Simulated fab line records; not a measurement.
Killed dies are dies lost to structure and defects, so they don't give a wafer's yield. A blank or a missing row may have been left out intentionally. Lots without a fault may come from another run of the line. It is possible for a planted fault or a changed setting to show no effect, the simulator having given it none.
fab line records | flow sky130
record lots=14 | wafers=42 | last_day=50
route steps=708 shown FIELD_ISO@24 VT_ADJUST_HVTR@138 LDD_P@264 LOCAL_INTERCONNECT@389
lots that met no fault: from a run of the same line without faults
start_h: hours from the record's opening day to when the first of the lot's shown wafers began | wait_h: how many hours have passed since the lot's step before this one | " repeats the value in the row above | L1.1+2: a single row standing in for several wafers | - either no value or no given start | * or withheld: withheld | < > ~ a bound
route shown NAME@n: NAME is a module with steps in the file, n the number in the route of the first one | usual: average and standard deviation across the fault-free wafers | same: alike in all rows | chamber/n: place in a boat | sites: readings site by site | _std_site: the standard deviation of these | _edge_site: mean of outer sites minus mean of inner sites | radius_mm: for every site, how far away it sits from the centre of the wafer | mask NAME#n: copy n | behind: the tool/chamber that last shaped the wafer | hold: why the lot went on hold/how many hours it stayed there/how the hold came to an end | device: whichever transistor did not switch (one of n, p or np) | end of line: tests run on the same wafers once the route is complete | a step with no rows: only its recipe | killed: count of dies lost to structure and defects at first sort (not the wafer's yield) | map: a wafer's dies, x killed, . not, _ none there
set.NAME: the setting that was run; set.NAME@STEP: the one run at that earlier step | model.NAME: the simulator's own value behind a step, which no gauge read
route steps across a sampled set of lots; one table per step, one row per wafer
services: when a tool's chamber went out of use (start_h, in hours from the record's first day, below 0 if earlier), for how many hours, and the reason
## steps
# step SKY_FIELD_ISO_THK_MEAS_23
# recipe reads=SiO2_of_FIELD_ISO_OXIDATION_22
# usual FIELD_ISO_OXIDATION_01_THK=10.07/0.18
lot.wafer | tool          | chamber | start_h | wait_h | FIELD_ISO_OXIDATION_01_THK[nm]
L136.1    | film_metro-03 | -       | 32.53   | 0.0    | 10.08
L136.2    | "             | -       | "       | "      | 10.07
L136.6    | "             | -       | "       | "      | 9.89
L139.3    | film_metro-03 | -       | 50.70   | 0.0    | 10.22
L139.5    | "             | -       | "       | "      | 10.35
L139.6    | "             | -       | "       | "      | 10.47
L138.4    | film_metro-01 | -       | 50.71   | 0.0    | 9.96
L138.5    | "             | -       | "       | "      | 9.79
L138.6    | "             | -       | "       | "      | 9.91
L140.1    | film_metro-01 | -       | 56.03   | 0.0    | 9.94
L140.4    | "             | -       | "       | "      | 10.05
L140.6    | "             | -       | "       | "      | 10.00
L141.1    | film_metro-02 | -       | 58.59   | 0.0    | 9.99
L141.4    | "             | -       | "       | "      | 9.88
L141.6    | "             | -       | "       | "      | 10.16
L142.1    | film_metro-01 | -       | 64.03   | 0.0    | 9.95
L142.2    | "             | -       | "       | "      | 9.88
L142.5    | "             | -       | "       | "      | 10.13
L144.1    | film_metro-03 | -       | 75.68   | 0.0    | 10.01
L144.2    | "             | -       | "       | "      | 9.98
L144.5    | "             | -       | "       | "      | 10.00
L145.3    | film_metro-02 | -       | 80.93   | 0.0    | 9.95
L145.4    | "             | -       | "       | "      | 10.06
L145.6    | "             | -       | "       | "      | 10.24
L151.3    | film_metro-02 | -       | 114.50  | 0.0    | 10.08
L151.4    | "             | -       | "       | "      | 10.11
L151.6    | "             | -       | "       | "      | 10.25
L152.2    | film_metro-02 | -       | 116.34  | 0.0    | 9.97
L152.4    | "             | -       | "       | "      | 9.93
L152.5    | "             | -       | "       | "      | 9.93
L153.2    | film_metro-01 | -       | 121.94  | 0.0    | 9.87
L153.3    | "             | -       | "       | "      | 9.85
L153.5    | "             | -       | "       | "      | 9.87
L154.1    | film_metro-01 | -       | 127.97  | 0.0    | 10.31
L154.2    | "             | -       | "       | "      | 10.26
L154.6    | "             | -       | "       | "      | 10.21
L157.2    | film_metro-03 | -       | 141.71  | 0.0    | 10.02
L157.3    | "             | -       | "       | "      | 10.08
L157.4    | "             | -       | "       | "      | 10.05
L158.1    | film_metro-03 | -       | 149.29  | 0.0    | 9.91
L158.2    | "             | -       | "       | "      | 9.94
L158.3    | "             | -       | "       | "      | 10.13
# step SKY_VT_ADJUST_HVTR_CD_MEAS_07
# recipe target_cd_nm=380
# usual cd_nm=380.4/2.7
lot.wafer | tool      | chamber | start_h | wait_h | cd_nm
L136.1    | cd_sem-01 | -       | 202.98  | 0.1    | 380.8
L136.2    | "         | -       | "       | "      | 382.1
L136.6    | "         | -       | "       | "      | 383.2
L139.3    | cd_sem-01 | -       | 235.98  | 0.1    | 379.8
L139.5    | "         | -       | "       | "      | 381.6
L139.6    | "         | -       | "       | "      | 384.0
L138.4    | cd_sem-02 | -       | 236.65  | 0.1    | 382.7
L138.5    | "         | -       | "       | "      | 381.7
L138.6    | "         | -       | "       | "      | 378.7
L140.1    | cd_sem-01 | -       | 244.55  | 0.1    | 381.5
L140.4    | "         | -       | "       | "      | 381.7
L140.6    | "         | -       | "       | "      | 383.5
L141.1    | cd_sem-02 | -       | 246.89  | 0.1    | 382.4
L141.4    | "         | -       | "       | "      | 379.8
L141.6    | "         | -       | "       | "      | 380.8
L142.1    | cd_sem-01 | -       | 250.50  | 0.1    | 381.5
L142.2    | "         | -       | "       | "      | 382.8
L142.5    | "         | -       | "       | "      | 382.8
L144.1    | cd_sem-02 | -       | 275.10  | 0.1    | 384.7
L144.2    | "         | -       | "       | "      | 384.3
L144.5    | "         | -       | "       | "      | 382.2
L145.3    | cd_sem-01 | -       | 278.99  | 0.1    | 375.0
L145.4    | "         | -       | "       | "      | 375.3
L145.6    | "         | -       | "       | "      | 375.1
L151.3    | cd_sem-02 | -       | 329.62  | 0.1    | 378.8
L151.4    | "         | -       | "       | "      | 382.1
L151.6    | "         | -       | "       | "      | 380.7
L152.2    | cd_sem-01 | -       | 337.11  | 0.1    | 382.5
L152.4    | "         | -       | "       | "      | 379.2
L152.5    | "         | -       | "       | "      | 380.5
L153.2    | cd_sem-02 | -       | 346.02  | 0.1    | 378.0
L153.3    | "         | -       | "       | "      | 378.0
L153.5    | "         | -       | "       | "      | 376.3
L154.1    | cd_sem-02 | -       | 354.25  | 0.1    | 387.6
L154.2    | "         | -       | "       | "      | 386.7
L154.6    | "         | -       | "       | "      | 386.8
L157.2    | cd_sem-01 | -       | 370.70  | 0.1    | 381.3
L157.3    | "         | -       | "       | "      | 382.5
L157.4    | "         | -       | "       | "      | 383.0
L158.1    | cd_sem-01 | -       | 382.50  | 0.1    | 379.9
L158.2    | "         | -       | "       | "      | 379.4
L158.3    | "         | -       | "       | "      | 377.9
# step SKY_LDD_P_IMPLANT_09
# recipe species=BF2 | energy_kev=25 | dose_cm2=1e+13 | tilt_deg=withheld
lot.wafer  | tool         | chamber | start_h | wait_h
L136.1+2+6 | implanter-01 | 0       | 440.15  | 0.0
L139.3+5+6 | implanter-02 | 0       | 476.25  | 0.1
L138.4+5+6 | implanter-04 | 0       | 477.77  | 0.1
L140.1+4+6 | implanter-01 | 0       | 490.29  | 0.0
L141.1+4+6 | implanter-02 | 0       | 491.29  | 0.0
L142.1+2+5 | implanter-01 | 0       | 499.89  | 0.0
L144.1+2+5 | implanter-01 | 0       | 527.59  | 0.0
L145.3+4+6 | implanter-02 | 0       | 532.64  | 0.1
L151.3+4+6 | implanter-04 | 0       | 583.89  | 0.1
L152.2+4+5 | implanter-04 | 0       | 595.96  | 0.0
L153.2+3+5 | implanter-04 | 0       | 600.81  | 0.0
L154.1+2+6 | implanter-02 | 0       | 611.19  | 0.0
L157.2+3+4 | implanter-01 | 0       | 627.31  | 0.0
L158.1+2+3 | implanter-01 | 0       | 635.74  | 0.0
# step SKY_LDD_P_TW_MEAS_11
# usual LDD_P_TW=631/5.9
lot.wafer | tool          | chamber | start_h | wait_h | LDD_P_TW
L136.1    | film_metro-03 | -       | 440.40  | 0.1    | 620
L136.2    | "             | -       | "       | "      | 625
L136.6    | "             | -       | "       | "      | 623
L139.3    | film_metro-03 | -       | 476.47  | 0.1    | 630
L139.5    | "             | -       | "       | "      | 627
L139.6    | "             | -       | "       | "      | 627
L138.4    | film_metro-01 | -       | 477.97  | 0.1    | 630
L138.5    | "             | -       | "       | "      | 626
L138.6    | "             | -       | "       | "      | 629
L140.1    | film_metro-01 | -       | 490.54  | 0.1    | 622
L140.4    | "             | -       | "       | "      | 628
L140.6    | "             | -       | "       | "      | 624
L141.1    | film_metro-04 | -       | 491.54  | 0.1    | 637
L141.4    | "             | -       | "       | "      | 638
L141.6    | "             | -       | "       | "      | 638
L142.1    | film_metro-01 | -       | 500.14  | 0.1    | 633
L142.2    | "             | -       | "       | "      | 630
L142.5    | "             | -       | "       | "      | 627
L144.1    | film_metro-04 | -       | 527.84  | 0.1    | 637
L144.2    | "             | -       | "       | "      | 636
L144.5    | "             | -       | "       | "      | 638
L145.3    | film_metro-04 | -       | 532.86  | 0.1    | 637
L145.4    | "             | -       | "       | "      | 635
L145.6    | "             | -       | "       | "      | 636
L151.3    | film_metro-01 | -       | 584.11  | 0.1    | 630
L151.4    | "             | -       | "       | "      | 630
L151.6    | "             | -       | "       | "      | 629
L152.2    | film_metro-04 | -       | 596.20  | 0.1    | 586
L152.4    | "             | -       | "       | "      | 589
L152.5    | "             | -       | "       | "      | 588
L153.2    | film_metro-01 | -       | 601.05  | 0.1    | 580
L153.3    | "             | -       | "       | "      | 577
L153.5    | "             | -       | "       | "      | 580
L154.1    | film_metro-04 | -       | 611.44  | 0.1    | 636
L154.2    | "             | -       | "       | "      | 635
L154.6    | "             | -       | "       | "      | 638
L157.2    | film_metro-03 | -       | 627.55  | 0.1    | 626
L157.3    | "             | -       | "       | "      | 629
L157.4    | "             | -       | "       | "      | 627
L158.1    | film_metro-01 | -       | 635.99  | 0.1    | 630
L158.2    | "             | -       | "       | "      | 633
L158.3    | "             | -       | "       | "      | 633
# step SKY_LOCAL_INTERCONNECT_THK_MEAS_02
# recipe thk_meas_gauge=xrf | reads=TiN_of_LOCAL_INTERCONNECT_SPUTTER_00
# usual LOCAL_INTERCONNECT_TIN_THK=101.3/1.3
lot.wafer | tool          | chamber | start_h | wait_h | LOCAL_INTERCONNECT_TIN_THK[nm]
L136.1    | film_metro-02 | -       | 683.33  | 0.1    | 102.2
L136.2    | "             | -       | "       | "      | 102.2
L136.6    | "             | -       | "       | "      | 104.1
L139.3    | film_metro-02 | -       | 714.97  | 0.1    | 101.6
L139.5    | "             | -       | "       | "      | 103.0
L139.6    | "             | -       | "       | "      | 102.2
L138.4    | film_metro-02 | -       | 720.00  | 0.1    | 99.7
L138.5    | "             | -       | "       | "      | 100.0
L138.6    | "             | -       | "       | "      | 98.7
L140.1    | film_metro-04 | -       | 728.72  | 0.1    | 101.4
L140.4    | "             | -       | "       | "      | 101.3
L140.6    | "             | -       | "       | "      | 103.1
L141.1    | film_metro-03 | -       | 729.84  | 0.1    | 101.2
L141.4    | "             | -       | "       | "      | 100.0
L141.6    | "             | -       | "       | "      | 100.8
L142.1    | film_metro-04 | -       | 739.74  | 0.1    | 101.7
L142.2    | "             | -       | "       | "      | 101.8
L142.5    | "             | -       | "       | "      | 100.8
L144.1    | film_metro-04 | -       | 762.40  | 0.1    | 101.6
L144.2    | "             | -       | "       | "      | 101.7
L144.5    | "             | -       | "       | "      | 101.7
L145.3    | film_metro-02 | -       | 768.56  | 0.1    | 99.5
L145.4    | "             | -       | "       | "      | 100.1
L145.6    | "             | -       | "       | "      | 100.4
L151.3    | film_metro-03 | -       | 810.86  | 0.1    | 101.0
L151.4    | "             | -       | "       | "      | 100.8
L151.6    | "             | -       | "       | "      | 100.3
L152.2    | film_metro-04 | -       | 818.96  | 0.1    | 103.1
L152.4    | "             | -       | "       | "      | 101.8
L152.5    | "             | -       | "       | "      | 99.1
L153.2    | film_metro-03 | -       | 824.09  | 0.1    | 102.5
L153.3    | "             | -       | "       | "      | 100.0
L153.5    | "             | -       | "       | "      | 100.3
L154.1    | film_metro-02 | -       | 831.44  | 0.1    | 101.8
L154.2    | "             | -       | "       | "      | 102.1
L154.6    | "             | -       | "       | "      | 102.1
L157.2    | film_metro-03 | -       | 847.40  | 0.1    | 101.4
L157.3    | "             | -       | "       | "      | 101.6
L157.4    | "             | -       | "       | "      | 103.4
L158.1    | film_metro-04 | -       | 854.00  | 0.1    | 100.9
L158.2    | "             | -       | "       | "      | 103.4
L158.3    | "             | -       | "       | "      | 102.0
## services
tool         | chamber | start_h | hours | kind
implanter-04 | -       | 426.73  | 1.8   | repair
implanter-02 | -       | 466.89  | 6.2   | repair
implanter-04 | -       | 492.94  | 60.8  | repair
implanter-01 | -       | 520.17  | 5.8   | repair
implanter-02 | -       | 553.15  | 4.6   | pm
implanter-01 | -       | 561.01  | 6.6   | repair
implanter-01 | -       | 580.25  | 1.7   | repair
implanter-02 | -       | 580.81  | 10.6  | repair
implanter-01 | -       | 608.84  | 3.5   | repair
## key
first_sign step=SKY_LDD_P_TW_MEAS_11 | reading=LDD_P_TW | direction=down | sigmas=8.2 | usual=631 | struck=583
effect none on later readings
met_at SKY_LDD_P_IMPLANT_09
struck_lots L152,L153
tester_left_out L152,L153
not_acting_at SKY_FIELD_ISO_THK_MEAS_23,SKY_VT_ADJUST_HVTR_CD_MEAS_07,SKY_LOCAL_INTERCONNECT_THK_MEAS_02
onset_between 583.89 595.96
fault kind=process_parameter_drift | tool=implanter-04 | chamber=- | onset_h=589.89 | steps=SKY_LDD_P_IMPLANT_09 | channel=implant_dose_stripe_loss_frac | offset=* | shape=step | end_h=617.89
# tester_left_out: of these lots the tester's yield and bins aren't shown, on N5 and GAA mostly nor the transistor test; their killed dies are dies lost to structure and defects alone, not to doping, threshold or leakage, so they don't give the yield
